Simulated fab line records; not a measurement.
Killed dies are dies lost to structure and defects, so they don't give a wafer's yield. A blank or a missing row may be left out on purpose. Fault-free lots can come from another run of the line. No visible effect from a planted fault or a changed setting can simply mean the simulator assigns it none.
Chamber matching | flow sky130 | SKY_POLY_GATE_ETCH_16 on rie diel-02: 4 sister chambers
The step etches Si3N4 in CH3F/O2, stops on poly-Si, time 147.5 s, target depth 75 nm. 8 wafers are shown with their chamber, then 8 later ones without.

WAFERS PAIRED WITH THEIR CHAMBERS
wafer  | chamber | drypump motor current A (A) | oes product au (a.u.)
L079.1 | 0       | 5.6                         | 0.636
L080.6 | 0       | 5.6                         | 0.635
L088.2 | 1       | 5.1                         | 0.627
L088.3 | 2       | 5.6                         | 0.645
L088.5 | 2       | 5.6                         | 0.639
L089.2 | 1       | 5.1                         | 0.643
L089.6 | 3       | 5.3                         | 0.635
L091.1 | 3       | 5.4                         | 0.640

WAFERS WITHOUT THEIR CHAMBER
wafer  | drypump motor current A (A) | oes product au (a.u.)
L091.2 | 5.6                         | 0.642
L091.4 | 5.3                         | 0.637
L092.3 | 5.6                         | 0.634
L092.5 | 5.3                         | 0.638
L092.6 | 5.6                         | 0.626
L093.2 | 5.6                         | 0.636
L093.4 | 5.6                         | 0.642
L093.5 | 5.6                         | 0.642

WHICH CHAMBER EACH WENT THROUGH
wafer  | from the rows above     | in truth
L091.2 | can't be placed: 2 or 0 | 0
L091.4 | 3                       | 3
L092.3 | can't be placed: 0 or 2 | 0
L092.5 | 3                       | 3
L092.6 | can't be placed: 0 or 2 | 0
L093.2 | can't be placed: 0 or 2 | 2
L093.4 | can't be placed: 2 or 0 | 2
L093.5 | can't be placed: 2 or 0 | 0
Correctly placed: 2 of 8. Can't be placed from these rows: 6 (the true chamber is among the candidates in 6). 0 placed wrongly.
How it was worked out, from the rows above alone: a wafer's distance from a chamber is the root of the sum, over the readings, of the square of ((its reading less the chamber's mean) divided by the reading's scatter). If the next closest chamber is less than 2 further off than the closest, the wafer can't be placed; otherwise it belongs to the closest. For every chamber, the mean is computed from those of its wafers that are shown. The scatter is the square root of a quotient: the sum, over the shown wafers, of each reading's squared deviation from its chamber's mean, divided by wafers minus chambers.
